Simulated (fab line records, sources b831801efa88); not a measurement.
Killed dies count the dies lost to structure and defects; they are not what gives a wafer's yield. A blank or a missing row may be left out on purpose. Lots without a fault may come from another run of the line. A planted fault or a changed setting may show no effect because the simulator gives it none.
8D (eight disciplines) problem report, filled in by code | flow sky130 | the parts of the form that need people (team, actions taken, sign-off) are left out

1. WHAT IS WRONG
Mean of n2 flow sccm at SKY_CAPM_STRIP_14: 360.1 sccm across 4 wafers in 3 lots; on wafers with no fault it is 300.1 sccm (standard deviation 0.88). That is +68 standard deviations from the usual mean.
The step: strips in O2/N2.
The first sign was on wafer L405.2 at day 42 00:44, on plasma asher-01. At this step, 33 wafers from 11 lots have a number in the record. Rule for "out", or "out of limits": more than 4 standard deviations from the usual mean. The other wafers with a number count as sound.

2. WHAT IT IS, AND WHAT IT ISN'T
question                    | is                             | is not
which readings at this step | n2 flow sccm                   | drypump motor current A, strip time to endpoint s
which lots                  | L405, L406, L408               | L392, L393, L394, L395, L396, L401, L403, L404
which wafers of those lots  | L405.2, L406.2, L406.5, L408.6 | L405.3, L405.6, L406.3, L408.3, L408.5
read on which tools         | plasma asher-01                | plasma asher-02, plasma asher-04
when                        | from day 42 00:44              | up to then (26 sound wafers); but 3 sound wafers of L406, L408 came after

3. SUSPECTS, AND WHAT RULES EACH OUT
Counting: a tool at a process step up to the reading stays a suspect if it ran every lot that is out. Sound lots after the first of them don't rule it out here, since some wafers of a struck lot are sound.
- plasma asher-04 at SKY_METAL2_STRIP_20 (strips in O2/N2): kept. It ran every lot that is out, first L405 (day 39 21:29).
- plasma asher-01 at SKY_CAPM_STRIP_14 (strips in O2/N2): kept. It ran every lot that is out, first L405 (day 42 00:44); its last sound lot up to then is L404 (day 41 18:23). Out on those wafers are its own readings of n2 flow sccm.
- The sound lot-mates ran in chamber 1 of plasma asher-01 at SKY_CAPM_STRIP_14, but the wafers that are out ran in chamber 0.
The count leaves plasma asher-01 at SKY_CAPM_STRIP_14 and plasma asher-04 at SKY_METAL2_STRIP_20.

4. THE CAUSE (what the simulator had put in)
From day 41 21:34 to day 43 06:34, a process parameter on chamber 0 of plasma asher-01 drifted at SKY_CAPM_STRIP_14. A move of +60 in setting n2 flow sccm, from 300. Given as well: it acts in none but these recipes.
Of the 2 suspects that counting leaves, this tool is one.

5. SEQUENCE OF EFFECTS, ordered by route
Each row: a reading where the mean over the struck wafers with a number is more than 3 standard deviations away from the usual. Scope: only readings with a usual standard deviation given in the record; hours: median across lots of the time from each lot's start at the first step in this table that gives one to its start at this step; sigmas: change in usual standard deviations.
hours | step              | reading      | usual      | on struck wafers | change | sigmas
0     | SKY_CAPM_STRIP_14 | n2 flow sccm | 300.1 sccm | 360.1            | +60.0  | +68
It contains these process steps:
- SKY_CAPM_STRIP_14: strips in O2/N2.

6. HOW IT WOULD HAVE BEEN CAUGHT EARLIER
First out-of-limits reading in this record: day 42 00:44, which is 3 hours after fault onset at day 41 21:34.
